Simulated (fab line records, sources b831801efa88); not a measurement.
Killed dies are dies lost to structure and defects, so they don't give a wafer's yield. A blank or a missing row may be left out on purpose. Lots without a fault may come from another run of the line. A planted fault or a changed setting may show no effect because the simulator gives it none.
fab line records | flow gf180mcu
record lots=5 wafers=15 last_day=32
route steps=602 shown DUAL_GATE@144 POLY_GATE@157 HV_LDD@176
lots that met no fault: from a run of the same line without faults
start_h: hours from the record's first day to the start of the lot's first wafer shown | wait_h: hours since the lot's step before | " the same as in the row above | L1.1+2: a row that stands for several wafers | - no value, or no start given | * or withheld: withheld | < > ~ a bound
route shown NAME@n: a module of which the file shows steps, and the number in the route of the first | usual: mean/standard deviation of fault-free wafers | same: alike in all rows | chamber/n: place in a boat | sites: the reading at each site | _std_site: their standard deviation | _edge_site: outer sites' mean less inner sites' | radius_mm: how far each site lies from the wafer's centre | mask NAME#n: copy n | behind: the tool/chamber that last shaped the wafer | hold: why the lot was held/for how many hours/how that ended | device: the transistor (n, p or np) that didn't switch | end of line: the same wafers' tests at the end of the route | a step without rows: its recipe alone | killed: dies lost to structure and defects at the first sort, not the wafer's yield | map: a wafer's dies, x killed, . not, _ none there
set.NAME: the setting as run; set.NAME@STEP: as run at that earlier step | model.NAME: the simulator's own value behind a step, which no gauge read
lots at some steps of the route; a table a step, a row a wafer
services: from which hour (start_h, from the record's first day; less than 0 if before it) a tool's chamber was out of use, for how many hours, and why
## steps
# step GF_DUAL_GATE_THK_MEAS_03
# recipe reads=SiO2_of_DUAL_GATE_OXIDATION_02
# usual DUAL_GATE_OXIDATION_00_THK=10.91/0.21
# columns lot.wafer tool chamber start_h wait_h DUAL_GATE_OXIDATION_00_THK[nm]
L074.2 film_metro-04 - 158.89 0.0 11.04
L074.3 " - " " 11.16
L074.4 " - " " 10.94
L076.2 film_metro-02 - 173.14 0.0 10.79
L076.4 " - " " 10.92
L076.6 " - " " 10.77
L084.2 film_metro-01 - 228.67 0.0 11.09
L084.4 " - " " 10.93
L084.5 " - " " 10.92
L087.2 film_metro-02 - 247.38 0.0 10.96
L087.5 " - " " 10.97
L087.6 " - " " 11.05
L089.2 film_metro-04 - 262.97 0.0 10.82
L089.3 " - " " 10.97
L089.6 " - " " 11.14
# step GF_DUAL_GATE_DEHYDRATE_04
# recipe temp_c=200 time_s=60
# columns lot.wafer tool chamber start_h wait_h
L074.2+3+4 litho_track-03 0 166.39 7.5
L076.2+4+6 litho_track-01 0 180.91 7.8
L084.2+4+5 litho_track-03 0 236.89 8.2
L087.2+5+6 litho_track-02 0 255.84 8.5
L089.2+3+6 litho_track-03 0 271.73 8.8
# step GF_DUAL_GATE_HMDS_05
# recipe prime_time_s=60 prime_temp_c=120
# columns lot.wafer tool chamber start_h wait_h
L074.2+3+4 litho_track-03 0 166.54 0.1
L076.2+4+6 litho_track-01 0 181.06 0.1
L084.2+4+5 litho_track-03 0 237.04 0.1
L087.2+5+6 litho_track-02 0 255.99 0.1
L089.2+3+6 litho_track-03 0 271.88 0.1
# step GF_DUAL_GATE_COAT_06
# recipe resist=NOVOLAK spin_rpm=3000 resist_thk_nm=1000
# columns lot.wafer tool chamber start_h wait_h
L074.2+3+4 litho_track-03 0 166.69 0.1
L076.2+4+6 litho_track-01 0 181.21 0.1
L084.2+4+5 litho_track-03 0 237.19 0.1
L087.2+5+6 litho_track-02 0 256.14 0.1
L089.2+3+6 litho_track-03 0 272.03 0.1
# step GF_DUAL_GATE_SOFTBAKE_07
# recipe temp_c=90 time_s=60 resist=NOVOLAK
# columns lot.wafer tool chamber start_h wait_h
L074.2+3+4 litho_track-03 0 166.84 0.1
L076.2+4+6 litho_track-01 0 181.36 0.1
L084.2+4+5 litho_track-03 0 237.34 0.1
L087.2+5+6 litho_track-02 0 256.29 0.1
L089.2+3+6 litho_track-03 0 272.18 0.1
# step GF_DUAL_GATE_EXPOSE_08
# recipe mask_id=Dualgate target_cd_nm=700 na=0.6 source_shape=conventional sigma_outer=0.6 dose_mj=140
# same na=0.6 sigma_outer=0.6
# columns lot.wafer tool chamber start_h wait_h mask
L074.2+3+4 iline_stepper-02 0 - - Dualgate#0
L076.2+4+6 iline_stepper-02 0 - - Dualgate#0
L084.2+4+5 iline_stepper-01 0 - - Dualgate#0
L087.2+5+6 iline_stepper-02 0 - - Dualgate#0
L089.2+3+6 iline_stepper-01 0 - - Dualgate#0
# step GF_DUAL_GATE_PEB_09
# recipe temp_c=withheld time_s=* resist=NOVOLAK
# columns lot.wafer tool chamber start_h wait_h
L074.2+3+4 litho_track-02 0 - -
L076.2+4+6 litho_track-03 0 - -
L084.2+4+5 litho_track-01 0 - -
L087.2+5+6 litho_track-03 0 - -
L089.2+3+6 litho_track-03 0 - -
# step GF_DUAL_GATE_DEVELOP_10
# recipe develop_time_s=60 dev_temp_c=23
# columns lot.wafer tool chamber start_h wait_h
L074.2+3+4 litho_track-02 0 174.79 0.1
L076.2+4+6 litho_track-03 0 189.64 0.1
L084.2+4+5 litho_track-01 0 246.76 0.1
L087.2+5+6 litho_track-03 0 265.83 0.1
L089.2+3+6 litho_track-03 0 282.08 0.1
# step GF_DUAL_GATE_OVL_MEAS_11
# usual DUAL_GATE_OVL=-0.5/1.5
# columns lot.wafer tool chamber start_h wait_h DUAL_GATE_OVL[nm]
L074.2 overlay-02 - 174.92 0.1 -1.1
L074.3 " - " " -1.0
L074.4 " - " " -2.1
L076.2 overlay-02 - 189.77 0.1 -1.9
L076.4 " - " " -3.6
L076.6 " - " " -2.8
L084.2 overlay-02 - 246.89 0.1 -0.4
L084.4 " - " " -1.5
L084.5 " - " " -0.9
L087.2 overlay-01 - 265.97 0.1 0.1
L087.5 " - " " -1.6
L087.6 " - " " 0.1
L089.2 overlay-01 - 282.22 0.1 -1.4
L089.3 " - " " -1.4
L089.6 " - " " -0.4
# step GF_DUAL_GATE_WET_ETCH_12
# recipe chemistry=dHF target_depth_nm=13 dry=n2_spin target=SiO2 temp_c=25 dilution=100:1 time_s=260
# columns lot.wafer tool chamber start_h wait_h
L074.2+3+4 wet_bench-02 0 174.95 0.0
L076.2+4+6 wet_bench-02 1 189.80 0.0
L084.2+4+5 wet_bench-02 0 246.92 0.0
L087.2+5+6 wet_bench-01 1 266.00 0.0
L089.2+3+6 wet_bench-02 0 282.25 0.0
# step GF_DUAL_GATE_STRIP_13
# recipe chemistry=O2/N2 power_w=1400 pressure_mtorr=1500 platen_temp_c=250 o2_flow_sccm=3000 n2_flow_sccm=300 overash_fraction=0.5
# usual drypump_motor_current_A=5.81/0.23 heater_power_w=347/14 oes_product_au=0.716/0.0047 strip_time_to_endpoint_s=12.63/0.033
# columns lot.wafer tool chamber start_h wait_h drypump_motor_current_A heater_power_w oes_product_au rf_hours_counter_h strip_time_to_endpoint_s
L074.2 plasma_asher-01 1 175.04 0.0 5.58 345 0.715 50 12.61
L074.3 " 1 " " 5.59 331 0.713 - 12.62
L074.4 " 0 " " 6.00 335 0.716 - 12.63
L076.2 plasma_asher-02 0 189.88 0.0 5.78 329 0.718 7 12.65
L076.4 " 1 " " 6.14 366 0.716 - 12.64
L076.6 " 1 " " 6.13 360 0.712 - 12.58
L084.2 plasma_asher-01 1 247.00 0.0 5.60 338 0.722 58 12.58
L084.4 " 1 " " 5.59 345 0.722 - 12.59
L084.5 " 0 " " 6.01 340 0.723 - 12.59
L087.2 plasma_asher-02 1 266.16 0.0 6.12 359 0.720 12 12.67
L087.5 " 0 " " 5.79 334 0.720 - 12.70
L087.6 " 1 " " 6.10 361 0.721 - 12.66
L089.2 plasma_asher-01 1 282.33 0.0 5.58 347 0.711 62 12.60
L089.3 " 0 " " 5.99 336 0.720 - 12.60
L089.6 " 0 " " 5.99 330 0.705 - 12.62
# step GF_DUAL_GATE_CLEAN_14
# recipe chemistry=SC1/SC2 mix=1:4:20 temp_c=70 time_s=150 dry=n2_spin
# columns lot.wafer tool chamber start_h wait_h
L074.2+3+4 wet_bench-04 3 175.14 0.1
L076.2+4+6 wet_bench-04 2 189.98 0.1
L084.2+4+5 wet_bench-01 3 247.10 0.1
L087.2+5+6 wet_bench-04 0 266.26 0.1
L089.2+3+6 wet_bench-01 3 282.43 0.1
# step GF_DUAL_GATE_OXIDATION_15
# recipe temp_c=850 ambient=O2 stabilise_s=600 purge_s=300 target_thk_a=70.98 ox_time_s=1995
# columns lot.wafer tool chamber start_h wait_h
L074.2+3+4 furnace-02 0 176.88 1.7
L076.2+4+6 furnace-01 0 190.03 0.0
L084.2+4+5 furnace-02 0 247.37 0.2
L087.2+5+6 furnace-01 0 268.05 1.7
L089.2+3+6 furnace-02 0 282.85 0.4
# step GF_POLY_GATE_CVD_00
# recipe material=poly-Si target_thk_nm=200 temp_c=620 time_s=1200 pressure_mtorr=200
# columns lot.wafer tool chamber start_h wait_h
L074.2+3+4 lpcvd-02 1 179.19 0.8
L076.2+4+6 lpcvd-02 0 192.56 1.0
L084.2+4+5 lpcvd-02 0 248.92 0.0
L087.2+5+6 lpcvd-01 1 269.61 0.0
L089.2+3+6 lpcvd-02 0 284.40 0.0
# step GF_POLY_GATE_THK_MEAS_01
# recipe reads=poly-Si_of_POLY_GATE_CVD_00
# usual POLY_GATE_CVD_00_THK=200.7/1.8
# columns lot.wafer tool chamber start_h wait_h POLY_GATE_CVD_00_THK[nm]
L074.2 film_metro-02 - 180.54 0.0 198.5
L074.3 " - " " 198.7
L074.4 " - " " 198.9
L076.2 film_metro-02 - 193.96 0.1 201.4
L076.4 " - " " 201.5
L076.6 " - " " 200.8
L084.2 film_metro-01 - 250.28 0.0 205.1
L084.4 " - " " 204.5
L084.5 " - " " 204.3
L087.2 film_metro-03 - 270.95 0.0 197.4
L087.5 " - " " 197.7
L087.6 " - " " 197.4
L089.2 film_metro-02 - 285.74 0.0 199.9
L089.3 " - " " 202.3
L089.6 " - " " 203.1
# step GF_POLY_GATE_DEHYDRATE_02
# recipe temp_c=200 time_s=60
# columns lot.wafer tool chamber start_h wait_h
L074.2+3+4 litho_track-03 0 188.44 7.9
L076.2+4+6 litho_track-03 0 202.14 8.2
L084.2+4+5 litho_track-03 0 259.08 8.8
L087.2+5+6 litho_track-04 0 280.01 9.1
L089.2+3+6 litho_track-01 0 294.76 9.0
# step GF_POLY_GATE_HMDS_03
# recipe prime_time_s=60 prime_temp_c=120
# columns lot.wafer tool chamber start_h wait_h
L074.2+3+4 litho_track-03 0 188.59 0.1
L076.2+4+6 litho_track-03 0 202.29 0.1
L084.2+4+5 litho_track-03 0 259.23 0.1
L087.2+5+6 litho_track-04 0 280.16 0.1
L089.2+3+6 litho_track-01 0 294.91 0.1
# step GF_POLY_GATE_COAT_04
# recipe resist=BARC temp_c=withheld time_s=withheld spin_rpm=withheld resist_thk_nm=withheld
# columns lot.wafer tool chamber start_h wait_h
L074.2+3+4 litho_track-03 0 188.74 0.1
L076.2+4+6 litho_track-03 0 202.44 0.1
L084.2+4+5 litho_track-03 0 259.38 0.1
L087.2+5+6 litho_track-04 0 280.31 0.1
L089.2+3+6 litho_track-01 0 295.06 0.1
# step GF_POLY_GATE_COAT_05
# recipe resist=KrF spin_rpm=withheld resist_thk_nm=700
# columns lot.wafer tool chamber start_h wait_h
L074.2+3+4 litho_track-03 0 - -
L076.2+4+6 litho_track-03 0 - -
L084.2+4+5 litho_track-03 0 - -
L087.2+5+6 litho_track-04 0 - -
L089.2+3+6 litho_track-01 0 - -
# step GF_POLY_GATE_SOFTBAKE_06
# recipe temp_c=130 time_s=60 resist=KrF
# columns lot.wafer tool chamber start_h wait_h
L074.2+3+4 litho_track-03 0 - -
L076.2+4+6 litho_track-03 0 - -
L084.2+4+5 litho_track-03 0 - -
L087.2+5+6 litho_track-04 0 - -
L089.2+3+6 litho_track-01 0 - -
# step GF_POLY_GATE_EXPOSE_07
# recipe mask_id=Poly2 target_cd_nm=280 na=0.68 source_shape=conventional sigma_outer=0.6 dose_mj=28
# same na=0.68 sigma_outer=0.6
# columns lot.wafer tool chamber start_h wait_h mask
L074.2+3+4 krf_scanner-02 0 - - Poly2#0
L076.2+4+6 krf_scanner-01 0 - - Poly2#0
L084.2+4+5 krf_scanner-01 0 - - Poly2#0
L087.2+5+6 krf_scanner-02 0 - - Poly2#0
L089.2+3+6 krf_scanner-01 0 - - Poly2#0
# step GF_POLY_GATE_PEB_08
# recipe peb_temp_c=135 peb_time_s=90 resist=KrF
# same peb_time_s=90
# columns lot.wafer tool chamber start_h wait_h
L074.2+3+4 litho_track-01 0 - -
L076.2+4+6 litho_track-01 0 - -
L084.2+4+5 litho_track-04 0 - -
L087.2+5+6 litho_track-03 0 - -
L089.2+3+6 litho_track-03 0 - -
# step GF_POLY_GATE_DEVELOP_09
# recipe develop_time_s=60 resist=KrF dev_temp_c=21
# columns lot.wafer tool chamber start_h wait_h
L074.2+3+4 litho_track-01 0 197.16 0.2
L076.2+4+6 litho_track-01 0 211.66 0.2
L084.2+4+5 litho_track-04 0 269.21 0.2
L087.2+5+6 litho_track-03 0 290.68 0.2
L089.2+3+6 litho_track-03 0 305.58 0.2
# step GF_POLY_GATE_CD_MEAS_10
# recipe target_cd_nm=280
# usual cd_nm=280.0/1.2
# columns lot.wafer tool chamber start_h wait_h cd_nm
L074.2 cd_sem-01 - 197.30 0.1 278.9
L074.3 " - " " 280.0
L074.4 " - " " 280.9
L076.2 cd_sem-02 - 211.80 0.1 279.7
L076.4 " - " " 279.3
L076.6 " - " " 280.2
L084.2 cd_sem-01 - 269.36 0.1 280.8
L084.4 " - " " 280.5
L084.5 " - " " 280.6
L087.2 cd_sem-02 - 290.83 0.1 278.3
L087.5 " - " " 279.8
L087.6 " - " " 280.5
L089.2 cd_sem-02 - 305.73 0.1 281.3
L089.3 " - " " 281.6
L089.6 " - " " 281.3
# step GF_POLY_GATE_OVL_MEAS_11
# usual POLY_GATE_OVL=0/4.7
# columns lot.wafer tool chamber start_h wait_h POLY_GATE_OVL[nm]
L074.2 overlay-02 - 197.41 0.1 9
L074.3 " - " " -1
L074.4 " - " " -2
L076.2 overlay-01 - 211.91 0.1 -2
L076.4 " - " " -4
L076.6 " - " " -2
L084.2 overlay-02 - 269.46 0.1 0
L084.4 " - " " 6
L084.5 " - " " 2
L087.2 overlay-01 - 290.94 0.1 4
L087.5 " - " " 1
L087.6 " - " " 2
L089.2 overlay-02 - 305.84 0.1 6
L089.3 " - " " 4
L089.6 " - " " 6
# step GF_POLY_GATE_ETCH_12
# recipe chemistry=N2/H2 target_depth_a=withheld overetch_a=withheld time_s=withheld target=BARC ion_energy_ev=200 source_w=500 bias_w=100 pressure_mtorr=30 n2_flow_sccm=100 h2_flow_sccm=200
# usual drypump_motor_current_A=5.8/0.47 oes_product_au=0.736/0.0045 throttle_valve_pct=13.214/0.0082
# columns lot.wafer tool chamber start_h wait_h drypump_motor_current_A oes_product_au throttle_valve_pct
L074.2 rie_diel-01 2 197.44 0.0 4.8 0.733 13.218
L074.3 " 3 " " 5.4 0.746 13.227
L074.4 " 0 " " 5.6 0.733 13.219
L076.2 rie_diel-04 1 211.94 0.0 6.3 0.734 13.208
L076.4 " 3 " " 6.2 0.745 13.216
L076.6 " 3 " " 6.2 0.737 13.220
L084.2 rie_diel-04 1 269.49 0.0 6.3 0.734 13.204
L084.4 " 3 " " 6.2 0.732 13.205
L084.5 " 2 " " 6.0 0.734 13.211
L087.2 rie_diel-04 0 290.97 0.0 5.9 0.743 13.216
L087.5 " 0 " " 6.0 0.740 13.216
L087.6 " 3 " " 6.2 0.743 13.220
L089.2 rie_diel-01 1 305.87 0.0 6.3 0.739 13.212
L089.3 " 3 " " 5.4 0.742 13.211
L089.6 " 1 " " 6.3 0.742 13.223
# step GF_POLY_GATE_ETCH_13
# recipe target=poly-Si target_depth_nm=198.5 stop_on=SiO2 over_etch_frac=0.403 chemistry=HBr/Cl2 icp_w=400 bias_w=100 pressure_mtorr=10 HBr_flow_sccm=150 Cl2_flow_sccm=50 time_s=69.6
# usual drypump_motor_current_A=5.8/0.4 oes_product_au=0.990/0.0077 throttle_valve_pct=33.682/0.0094
# columns lot.wafer tool chamber start_h wait_h drypump_motor_current_A oes_product_au rf_hours_counter_h throttle_valve_pct
L074.2 rie_si-01 3 197.49 - 6.0 0.988 3 33.689
L074.3 " 2 " " 5.0 0.997 109 33.683
L074.4 " 1 " " 6.1 0.987 0 33.684
L076.2 rie_si-01 2 211.99 - 4.9 0.988 109 33.671
L076.4 " 2 " " 4.9 0.992 - 33.686
L076.6 " 1 " " 6.0 0.986 - 33.676
L084.2 rie_si-01 1 269.55 - 6.0 0.995 1 33.671
L084.4 " 1 " " 6.0 1.004 - 33.674
L084.5 " 0 " " 5.5 1.005 - 33.673
L087.2 rie_si-02 2 291.02 - 6.2 0.978 78 33.677
L087.5 " 0 " " 6.1 0.984 - 33.684
L087.6 " 1 " " 5.7 0.974 - 33.685
L089.2 rie_si-01 2 305.92 - 4.9 0.975 0 33.683
L089.3 " 0 " " 5.5 0.998 1 33.695
L089.6 " 3 " " 6.0 0.997 - 33.682
# step GF_POLY_GATE_STRIP_14
# recipe chemistry=O2/N2 power_w=1400 pressure_mtorr=1500 platen_temp_c=250 o2_flow_sccm=3000 n2_flow_sccm=300 overash_fraction=0.5
# usual drypump_motor_current_A=5.81/0.19 heater_power_w=338/11 oes_product_au=0.505/0.0054
# columns lot.wafer tool chamber start_h wait_h drypump_motor_current_A heater_power_w oes_product_au rf_hours_counter_h
L074.2 plasma_asher-03 0 197.55 0.0 5.84 338 0.511 58
L074.3 " 0 " " 5.82 338 0.492 -
L074.4 " 1 " " 5.66 317 0.503 -
L076.2 plasma_asher-01 1 212.05 0.0 5.60 339 0.507 53
L076.4 " 1 " " 5.61 340 0.506 -
L076.6 " 1 " " 5.59 339 0.513 -
L084.2 plasma_asher-01 0 269.60 0.0 6.00 335 0.507 61
L084.4 " 0 " " 5.98 333 0.500 -
L084.5 " 1 " " 5.61 343 0.502 -
L087.2 plasma_asher-02 1 291.07 0.0 6.10 350 0.509 15
L087.5 " 0 " " 5.80 333 0.495 -
L087.6 " 1 " " 6.12 354 0.506 -
L089.2 plasma_asher-02 1 305.97 0.0 6.12 357 0.507 16
L089.3 " 0 " " 5.80 326 0.514 -
L089.6 " 1 " " 6.06 365 0.496 -
# step GF_POLY_GATE_CLEAN_15
# recipe chemistry=SC1/SC2 mix=1:4:20 temp_c=70 time_s=150 dry=n2_spin
# columns lot.wafer tool chamber start_h wait_h
L074.2+3+4 wet_bench-03 2 197.65 0.1
L076.2+4+6 wet_bench-02 0 212.15 0.1
L084.2+4+5 wet_bench-01 3 269.70 0.1
L087.2+5+6 wet_bench-03 1 291.17 0.1
L089.2+3+6 wet_bench-03 3 306.07 0.1
# step GF_POLY_GATE_OXIDATION_16
# recipe temp_c=850 ambient=O2 stabilise_s=600 purge_s=300 target_thk_a=40 ox_time_s=899
# columns lot.wafer tool chamber start_h wait_h
L074.2+3+4 furnace-01 0 198.14 0.4
L076.2+4+6 furnace-01 0 212.64 0.4
L084.2+4+5 furnace-01 0 270.74 0.9
L087.2+5+6 furnace-02 0 291.35 0.1
L089.2+3+6 furnace-01 0 306.13 0.0
# step GF_POLY_GATE_THK_MEAS_17
# recipe reads=SiO2_of_POLY_GATE_OXIDATION_16
# usual POLY_GATE_OXIDATION_THK=4.01/0.083
# columns lot.wafer tool chamber start_h wait_h POLY_GATE_OXIDATION_THK[nm]
L074.2 film_metro-02 - 199.39 0.0 4.04
L074.3 " - " " 4.02
L074.4 " - " " 4.10
L076.2 film_metro-02 - 213.90 0.0 3.92
L076.4 " - " " 4.10
L076.6 " - " " 3.94
L084.2 film_metro-03 - 271.99 0.0 4.07
L084.4 " - " " 4.08
L084.5 " - " " 3.98
L087.2 film_metro-02 - 292.61 0.0 3.88
L087.5 " - " " 3.90
L087.6 " - " " 3.89
L089.2 film_metro-01 - 307.39 0.0 3.95
L089.3 " - " " 3.94
L089.6 " - " " 3.94
# step GF_POLY_GATE_CD_MEAS_18
# usual cd_nm=280.4/1.7
# columns lot.wafer tool chamber start_h wait_h cd_nm
L074.2 cd_sem-02 - 199.47 0.1 281.3
L074.3 " - " " 278.5
L074.4 " - " " 282.0
L076.2 cd_sem-01 - 213.98 0.1 279.5
L076.4 " - " " 279.1
L076.6 " - " " 280.2
L084.2 cd_sem-01 - 272.07 0.1 280.4
L084.4 " - " " 280.3
L084.5 " - " " 279.4
L087.2 cd_sem-01 - 292.69 0.1 282.0
L087.5 " - " " 281.2
L087.6 " - " " 281.0
L089.2 cd_sem-02 - 307.46 0.1 281.7
L089.3 " - " " 279.0
L089.6 " - " " 281.2
# step GF_HV_LDD_DEHYDRATE_00
# recipe temp_c=200 time_s=60
# columns lot.wafer tool chamber start_h wait_h
L074.2+3+4 litho_track-01 0 207.96 8.5
L076.2+4+6 litho_track-02 0 222.44 8.4
L084.2+4+5 litho_track-02 0 281.54 9.4
L087.2+5+6 litho_track-01 0 302.31 9.6
L089.2+3+6 litho_track-04 0 317.31 9.8
# step GF_HV_LDD_HMDS_01
# recipe prime_time_s=60 prime_temp_c=120
# columns lot.wafer tool chamber start_h wait_h
L074.2+3+4 litho_track-01 0 208.11 0.1
L076.2+4+6 litho_track-02 0 222.59 0.1
L084.2+4+5 litho_track-02 0 281.69 0.1
L087.2+5+6 litho_track-01 0 302.46 0.1
L089.2+3+6 litho_track-04 0 317.46 0.1
# step GF_HV_LDD_COAT_02
# recipe resist=NOVOLAK spin_rpm=3000 resist_thk_nm=1000
# columns lot.wafer tool chamber start_h wait_h
L074.2+3+4 litho_track-01 0 208.26 0.1
L076.2+4+6 litho_track-02 0 222.74 0.1
L084.2+4+5 litho_track-02 0 281.84 0.1
L087.2+5+6 litho_track-01 0 302.61 0.1
L089.2+3+6 litho_track-04 0 317.61 0.1
# step GF_HV_LDD_SOFTBAKE_03
# recipe temp_c=90 time_s=60 resist=NOVOLAK
# columns lot.wafer tool chamber start_h wait_h
L074.2+3+4 litho_track-01 0 208.41 0.1
L076.2+4+6 litho_track-02 0 222.89 0.1
L084.2+4+5 litho_track-02 0 281.99 0.1
L087.2+5+6 litho_track-01 0 302.76 0.1
L089.2+3+6 litho_track-04 0 317.76 0.1
# step GF_HV_LDD_EXPOSE_04
# recipe mask_id=Nplus_LV_AREA target_cd_nm=400 na=0.6 source_shape=conventional sigma_outer=0.6 dose_mj=140
# same na=0.6 sigma_outer=0.6
# columns lot.wafer tool chamber start_h wait_h mask
L074.2+3+4 iline_stepper-01 0 - - Nplus_LV_AREA#0
L076.2+4+6 iline_stepper-01 0 - - Nplus_LV_AREA#0
L084.2+4+5 iline_stepper-01 0 - - Nplus_LV_AREA#0
L087.2+5+6 iline_stepper-01 0 - - Nplus_LV_AREA#0
L089.2+3+6 iline_stepper-01 0 - - Nplus_LV_AREA#0
# step GF_HV_LDD_PEB_05
# recipe temp_c=withheld time_s=* resist=NOVOLAK
# columns lot.wafer tool chamber start_h wait_h
L074.2+3+4 litho_track-02 0 - -
L076.2+4+6 litho_track-04 0 - -
L084.2+4+5 litho_track-01 0 - -
L087.2+5+6 litho_track-01 0 - -
L089.2+3+6 litho_track-01 0 - -
# step GF_HV_LDD_DEVELOP_06
# recipe develop_time_s=60 dev_temp_c=23
# columns lot.wafer tool chamber start_h wait_h
L074.2+3+4 litho_track-02 0 217.14 0.1
L076.2+4+6 litho_track-04 0 231.76 0.1
L084.2+4+5 litho_track-01 0 291.66 0.1
L087.2+5+6 litho_track-01 0 313.06 0.1
L089.2+3+6 litho_track-01 0 328.31 0.1
# step GF_HV_LDD_CD_MEAS_07
# recipe target_cd_nm=400
# usual cd_nm=399.9/2.4
# columns lot.wafer tool chamber start_h wait_h cd_nm
L074.2 cd_sem-02 - 217.28 0.1 403.6
L074.3 " - " " 404.1
L074.4 " - " " 402.5
L076.2 cd_sem-01 - 231.91 0.1 398.8
L076.4 " - " " 399.9
L076.6 " - " " 401.0
L084.2 cd_sem-02 - 291.80 0.1 400.1
L084.4 " - " " 400.1
L084.5 " - " " 399.1
L087.2 cd_sem-02 - 313.20 0.1 399.7
L087.5 " - " " 398.0
L087.6 " - " " 395.3
L089.2 cd_sem-02 - 328.45 0.1 395.9
L089.3 " - " " 396.8
L089.6 " - " " 394.4
# step GF_HV_LDD_OVL_MEAS_08
# usual HV_LDD_OVL=-0.6/1.2
# columns lot.wafer tool chamber start_h wait_h HV_LDD_OVL[nm]
L074.2 overlay-01 - 217.39 0.1 -1.8
L074.3 " - " " -1.4
L074.4 " - " " -2.7
L076.2 overlay-02 - 232.02 0.1 -2.9
L076.4 " - " " -2.2
L076.6 " - " " -0.9
L084.2 overlay-02 - 291.91 0.1 0.2
L084.4 " - " " -0.8
L084.5 " - " " -0.1
L087.2 overlay-02 - 313.31 0.1 -0.2
L087.5 " - " " -1.4
L087.6 " - " " -2.0
L089.2 overlay-01 - 328.56 0.1 1.6
L089.3 " - " " -0.6
L089.6 " - " " -0.1
# step GF_HV_LDD_IMPLANT_09
# recipe species=As energy_kev=40 dose_cm2=1e+14 tilt_deg=7
# usual faraday_current_uA=564/11
# columns lot.wafer tool chamber start_h wait_h faraday_current_uA
L074.2 implanter-02 0 217.45 0.0 572
L074.3 " 0 " " 567
L074.4 " 0 " " 560
L076.2 implanter-03 0 232.07 0.0 576
L076.4 " 0 " " 579
L076.6 " 0 " " 567
L084.2 implanter-01 0 291.96 0.0 569
L084.4 " 0 " " 583
L084.5 " 0 " " 570
L087.2 implanter-03 0 313.36 0.0 575
L087.5 " 0 " " 543
L087.6 " 0 " " 593
L089.2 implanter-01 0 328.61 0.0 548
L089.3 " 0 " " 573
L089.6 " 0 " " 544
# step GF_HV_LDD_STRIP_10
# recipe chemistry=O2/N2 power_w=1400 pressure_mtorr=1500 platen_temp_c=250 o2_flow_sccm=3000 n2_flow_sccm=300 overash_fraction=0.5
# usual drypump_motor_current_A=5.80/0.23 heater_power_w=351/16 oes_product_au=0.716/0.0051 strip_time_to_endpoint_s=12.63/0.034
# columns lot.wafer tool chamber start_h wait_h drypump_motor_current_A heater_power_w oes_product_au rf_hours_counter_h strip_time_to_endpoint_s
L074.2 plasma_asher-04 0 217.57 0.1 5.94 358 0.716 43 12.60
L074.3 " 0 " " 5.95 369 0.720 - 12.62
L074.4 " 1 " " 5.48 366 0.722 - 12.57
L076.2 plasma_asher-04 1 232.20 0.1 5.48 364 0.716 44 12.69
L076.4 " 0 " " 5.97 353 0.712 - 12.66
L076.6 " 1 " " 5.46 363 0.715 - 12.66
L084.2 plasma_asher-04 0 292.09 0.1 5.95 368 0.713 53 12.68
L084.4 " 0 " " 5.95 357 0.725 - 12.64
L084.5 " 0 " " 5.96 357 0.714 - 12.66
L087.2 plasma_asher-03 0 313.49 0.1 5.87 348 0.700 69 12.65
L087.5 " 0 " " 5.88 345 0.718 - 12.61
L087.6 " 1 " " 5.63 313 0.710 - 12.63
L089.2 plasma_asher-04 1 328.74 0.1 5.45 364 0.721 57 12.65
L089.3 " 1 " " 5.49 363 0.719 - 12.62
L089.6 " 1 " " 5.46 359 0.732 - 12.68
# step GF_HV_LDD_TW_MEAS_11
# usual HV_LDD_TW=2430/34
# columns lot.wafer tool chamber start_h wait_h HV_LDD_TW
L074.2 film_metro-04 - 217.68 0.1 2399
L074.3 " - " " 2413
L074.4 " - " " 2419
L076.2 film_metro-03 - 232.31 0.1 2387
L076.4 " - " " 2383
L076.6 " - " " 2398
L084.2 film_metro-01 - 292.20 0.1 2466
L084.4 " - " " 2468
L084.5 " - " " 2470
L087.2 film_metro-01 - 313.60 0.1 2461
L087.5 " - " " 2449
L087.6 " - " " 2466
L089.2 film_metro-01 - 328.85 0.1 2448
L089.3 " - " " 2445
L089.6 " - " " 2439
# step GF_HV_LDD_DEHYDRATE_12
# recipe temp_c=200 time_s=60
# columns lot.wafer tool chamber start_h wait_h
L074.2+3+4 litho_track-02 0 226.34 8.6
L076.2+4+6 litho_track-04 0 241.21 8.9
L084.2+4+5 litho_track-02 0 301.59 9.4
L087.2+5+6 litho_track-02 0 322.74 9.1
L089.2+3+6 litho_track-02 0 339.34 10.5
# step GF_HV_LDD_HMDS_13
# recipe prime_time_s=60 prime_temp_c=120
# columns lot.wafer tool chamber start_h wait_h
L074.2+3+4 litho_track-02 0 226.49 0.1
L076.2+4+6 litho_track-04 0 241.36 0.1
L084.2+4+5 litho_track-02 0 301.74 0.1
L087.2+5+6 litho_track-02 0 322.89 0.1
L089.2+3+6 litho_track-02 0 339.49 0.1
# step GF_HV_LDD_COAT_14
# recipe resist=NOVOLAK spin_rpm=3000 resist_thk_nm=1000
# columns lot.wafer tool chamber start_h wait_h
L074.2+3+4 litho_track-02 0 226.64 0.1
L076.2+4+6 litho_track-04 0 241.51 0.1
L084.2+4+5 litho_track-02 0 301.89 0.1
L087.2+5+6 litho_track-02 0 323.04 0.1
L089.2+3+6 litho_track-02 0 339.64 0.1
# step GF_HV_LDD_SOFTBAKE_15
# recipe temp_c=90 time_s=60 resist=NOVOLAK
# columns lot.wafer tool chamber start_h wait_h
L074.2+3+4 litho_track-02 0 226.79 0.1
L076.2+4+6 litho_track-04 0 241.66 0.1
L084.2+4+5 litho_track-02 0 302.04 0.1
L087.2+5+6 litho_track-02 0 323.19 0.1
L089.2+3+6 litho_track-02 0 339.79 0.1
## services
# columns tool chamber start_h hours kind
krf_scanner-01 - 149.63 1.0 pm
furnace-01 - 151.66 2.8 pm
krf_scanner-01 - 156.71 4.0 pm
iline_stepper-02 - 162.30 1.7 pm
krf_scanner-01 - 162.45 0.5 repair
krf_scanner-01 - 181.23 1.3 pm
lpcvd-02 - 185.54 6.0 pm
wet_bench-01 - 186.61 1.8 repair
krf_scanner-01 - 191.24 0.8 pm
krf_scanner-01 - 227.47 1.1 repair
plasma_asher-02 - 229.98 28.1 pm
furnace-01 - 240.62 3.1 pm
lpcvd-02 - 251.10 0.5 repair
furnace-02 - 251.71 3.4 pm
plasma_asher-01 - 260.75 1.5 repair
krf_scanner-01 - 264.45 3.9 repair
furnace-02 - 267.91 3.4 pm
wet_bench-01 - 276.38 2.8 repair
furnace-01 - 307.92 6.9 pm
plasma_asher-01 - 310.41 4.3 repair
furnace-01 - 320.53 3.0 pm
iline_stepper-01 - 323.73 13.3 repair
rie_si-01 3 328.41 1.4 repair
iline_stepper-01 - 337.06 4.4 pm
## key
fault none
